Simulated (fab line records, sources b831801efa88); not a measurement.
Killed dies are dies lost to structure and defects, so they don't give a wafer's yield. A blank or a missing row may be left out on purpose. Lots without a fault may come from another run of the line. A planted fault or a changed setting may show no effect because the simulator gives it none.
Which tool did it? | flow gf180mcu | 12 lots, 35 wafers sampled, at 6 steps of a route of 602

WHAT THE GAUGES READ, wafer by wafer
GF_V3_BOW_MEAS_05. Usual: V3_BOW 118 um, standard deviation 8.
lot  | measured     | on            | V3_BOW (um) | flag
L170 | day 21 08:41 | film_metro-03 | 124 123 106 |
L172 | day 22 01:50 | film_metro-02 | 122 106 111 |
L173 | day 22 15:20 | film_metro-02 | 112 120 113 |
L175 | day 23 08:29 | film_metro-02 | 121 135 121 |
L176 | day 23 13:44 | film_metro-04 | 123 106 127 |
L177 | day 24 00:09 | film_metro-03 | 125 104 125 |
L178 | day 24 08:52 | film_metro-03 | 136 128 133 |
L179 | day 24 22:58 | film_metro-02 | 119 119 119 |
L181 | day 25 13:00 | film_metro-02 | 114 114 115 |
L188 | day 27 13:23 | film_metro-04 | 120 128     |
L191 | day 28 09:22 | film_metro-02 | 120 122 116 |
L193 | day 29 01:41 | film_metro-02 | 115 117 132 |

GF_V4_THK_MEAS_03. Usual: V4_CVD_02_THK 851 nm, standard deviation 12.
lot  | measured     | on            | V4_CVD_02_THK (nm) | flag
L170 | day 23 10:16 | film_metro-03 | 842 855 858        |
L172 | day 24 02:20 | film_metro-03 | 844 848 856        |
L173 | day 24 15:00 | film_metro-04 | 833 854 857        |
L175 | day 25 07:43 | film_metro-04 | 848 853 872        |
L176 | day 25 12:50 | film_metro-04 | 849 871 876        |
L177 | day 25 23:25 | film_metro-03 | 861 863 857        |
L178 | day 26 07:28 | film_metro-01 | 839 841 849        |
L179 | day 26 20:59 | film_metro-04 | 856 856 871        |
L181 | day 27 09:14 | film_metro-03 | 844 855 837        |
L188 | day 29 07:39 | film_metro-01 | 861 717            | OFF
L191 | day 30 06:37 | film_metro-01 | 819 836 839        |
L193 | day 30 18:16 | film_metro-03 | 835 836 851        |

GF_V4_BOW_MEAS_05. Usual: V4_BOW 138 um, standard deviation 8.9.
lot  | measured     | on            | V4_BOW (um) | flag
L170 | day 23 10:38 | film_metro-01 | 144 142 128 |
L172 | day 24 02:42 | film_metro-03 | 147 131 135 |
L173 | day 24 15:23 | film_metro-03 | 137 142 138 |
L175 | day 25 08:04 | film_metro-01 | 144 158 145 |
L176 | day 25 13:11 | film_metro-03 | 143 126 147 |
L177 | day 25 23:48 | film_metro-01 | 143 121 142 |
L178 | day 26 07:50 | film_metro-03 | 154 147 151 |
L179 | day 26 21:30 | film_metro-03 | 141 142 142 |
L181 | day 27 09:35 | film_metro-01 | 131 131 132 |
L188 | day 29 08:01 | film_metro-01 | 142 146     |
L191 | day 30 06:58 | film_metro-01 | 137 140 133 |
L193 | day 30 18:38 | film_metro-03 | 135 135 153 |

WHICH TOOL RAN EACH LOT (tool, then ch and the chambers of the sampled wafers, then the start)
lot  | GF_V2_CVD_23                  | GF_V4_CVD_02                    | GF_V4_CMP_04
L170 | cvd_w-01 ch 0,1, day 20 07:01 | pecvd-04 ch 0,2, day 23 10:11   | cmp-01 ch 1,2,3, day 23 10:19
L172 | cvd_w-02 ch 0,1, day 21 00:00 | pecvd-04 ch 0,1,2, day 24 02:15 | cmp-01 ch 0,1,3, day 24 02:26
L173 | cvd_w-02 ch 0,1, day 21 13:11 | pecvd-04 ch 0,1, day 24 14:55   | cmp-01 ch 1,3, day 24 15:02
L175 | cvd_w-01 ch 0,1, day 22 06:41 | pecvd-03 ch 0,1, day 25 07:38   | cmp-02 ch 0,3, day 25 07:49
L176 | cvd_w-02 ch 1, day 22 12:35   | pecvd-01 ch 0,1,2, day 25 12:46 | cmp-01 ch 0,1, day 25 12:53
L177 | cvd_w-02 ch 0,1, day 22 23:10 | pecvd-01 ch 0,1,2, day 25 23:20 | cmp-02 ch 0,2,3, day 25 23:35
L178 | cvd_w-01 ch 0,1, day 23 08:15 | pecvd-04 ch 0,1,2, day 26 07:22 | cmp-02 ch 0,2,3, day 26 07:34
L179 | cvd_w-02 ch 1, day 23 22:09   | pecvd-03 ch 1,2, day 26 20:55   | cmp-02 ch 2,3, day 26 21:15
L181 | cvd_w-02 ch 0,1, day 24 12:49 | pecvd-03 ch 0,1,2, day 27 09:10 | cmp-01 ch 1,2,3, day 27 09:17
L188 | cvd_w-02 ch 0,1, day 26 15:17 | pecvd-01 ch 1,2, day 29 07:35   | cmp-02 ch 0,1, day 29 07:43
L191 | cvd_w-01 ch 0,1, day 27 11:17 | pecvd-04 ch 0,1,2, day 30 06:32 | cmp-01 ch 0,2,3, day 30 06:43
L193 | cvd_w-01 ch 0,1, day 28 04:14 | pecvd-04 ch 0,1, day 30 18:11   | cmp-02 ch 1,2,3, day 30 18:19
- GF_V2_CVD_23: deposits W, target thk 350 nm, time 104.94 s.
- GF_V4_CVD_02: deposits SiO2 from TEOS, target thk 850 nm, time 94.851 s.
- GF_V4_CMP_04: polishes SiO2.

WHAT THE TOOLS THEMSELVES READ (means of the sampled wafers that have a number; where no wafer has one, the mark that the record gives instead)
GF_V2_CVD_23. Usual: heater_power_w 876 W, standard deviation 57.
lot  | tool     | heater_power_w (W) | flag
L170 | cvd_w-01 | 934                |
L172 | cvd_w-02 | 816                |
L173 | cvd_w-02 | 811                |
L175 | cvd_w-01 | 951                |
L176 | cvd_w-02 | 842                |
L177 | cvd_w-02 | 838                |
L178 | cvd_w-01 | 941                |
L179 | cvd_w-02 | 841                |
L181 | cvd_w-02 | 818                |
L188 | cvd_w-02 | 840                |
L191 | cvd_w-01 | 948                |
L193 | cvd_w-01 | 933                |

GF_V4_CVD_02. Usual: heater_power_w 621 W, standard deviation 110.
lot  | tool     | heater_power_w (W) | flag
L170 | pecvd-04 | 620                |
L172 | pecvd-04 | 644                |
L173 | pecvd-04 | 731                |
L175 | pecvd-03 | 496                |
L176 | pecvd-01 | 579                |
L177 | pecvd-01 | 594                |
L178 | pecvd-04 | 713                |
L179 | pecvd-03 | 601                |
L181 | pecvd-03 | 560                |
L188 | pecvd-01 | 614                |
L191 | pecvd-04 | 639                |
L193 | pecvd-04 | 693                |

GF_V4_CMP_04. Usual: edge_zone_pressure_frac 1.000, standard deviation 0.0048; motor_current_A 11.8 A, standard deviation 1.3; platen_rpm 60.00 rpm, standard deviation 0.041; slurry_flow_ml_min 150.1, standard deviation 0.45; time_to_endpoint_s 81 s, standard deviation 5.2.
lot  | tool   | edge_zone_pressure_frac | motor_current_A (A) | platen_rpm (rpm) | slurry_flow_ml_min | time_to_endpoint_s (s) | flag
L170 | cmp-01 | 1.005                   | 11.2                | 59.98            | 150.4              | 83                     |
L172 | cmp-01 | 0.997                   | 11.9                | 59.99            | 149.9              | 82                     |
L173 | cmp-01 | 1.003                   | 10.7                | 59.99            | 150.4              | 81                     |
L175 | cmp-02 | 0.999                   | 11.0                | 60.02            | 149.9              | 83                     |
L176 | cmp-01 | 0.998                   | 12.6                | 60.02            | 149.9              | 84                     |
L177 | cmp-02 | 1.002                   | 11.8                | 59.99            | 149.8              | 82                     |
L178 | cmp-02 | 0.997                   | 11.7                | 59.99            | 149.8              | 74                     |
L179 | cmp-02 | 0.997                   | 11.8                | 60.02            | 149.7              | 82                     |
L181 | cmp-01 | 1.006                   | 10.8                | 60.01            | 150.1              | 82                     |
L188 | cmp-02 | 1.003                   | 11.9                | 60.05            | 150.5              | 58                     | OFF
L191 | cmp-01 | 0.999                   | 12.1                | 59.97            | 150.1              | 76                     |
L193 | cmp-02 | 0.997                   | 11.1                | 60.01            | 150.2              | 79                     |

THE ANSWER, worked out from the rows above alone
Rule: a lot is off if the mean of its wafers that have a number lies more than 3 standard deviations from the usual mean. A lot without any number at a reading at which 4 lots or more have one is off too. The other lots that the step has rows for count as sound. The gauges are gone through in route order, then the tools' own readings, and for those a lot's mean is taken as printed above. The first step at which some lot is off is used, and at that step the reading that is off furthest; a lot without a number counts as furthest.
Off: L188, at GF_V4_THK_MEAS_03 (V4_CVD_02_THK).
A tool fits if, at a process step before that reading, it ran every lot that is off, and no sound lot after the first of them. The gauges at GF_V4_THK_MEAS_03 aren't tried: what is off there is off at GF_V4_CMP_04 too, on other tools, and a gauge's error can't cause that. Can't be told from this: 2 tools fit, cvd_w-02 at GF_V2_CVD_23, pecvd-01 at GF_V4_CVD_02.

WHAT THE SIMULATOR HAD PUT IN
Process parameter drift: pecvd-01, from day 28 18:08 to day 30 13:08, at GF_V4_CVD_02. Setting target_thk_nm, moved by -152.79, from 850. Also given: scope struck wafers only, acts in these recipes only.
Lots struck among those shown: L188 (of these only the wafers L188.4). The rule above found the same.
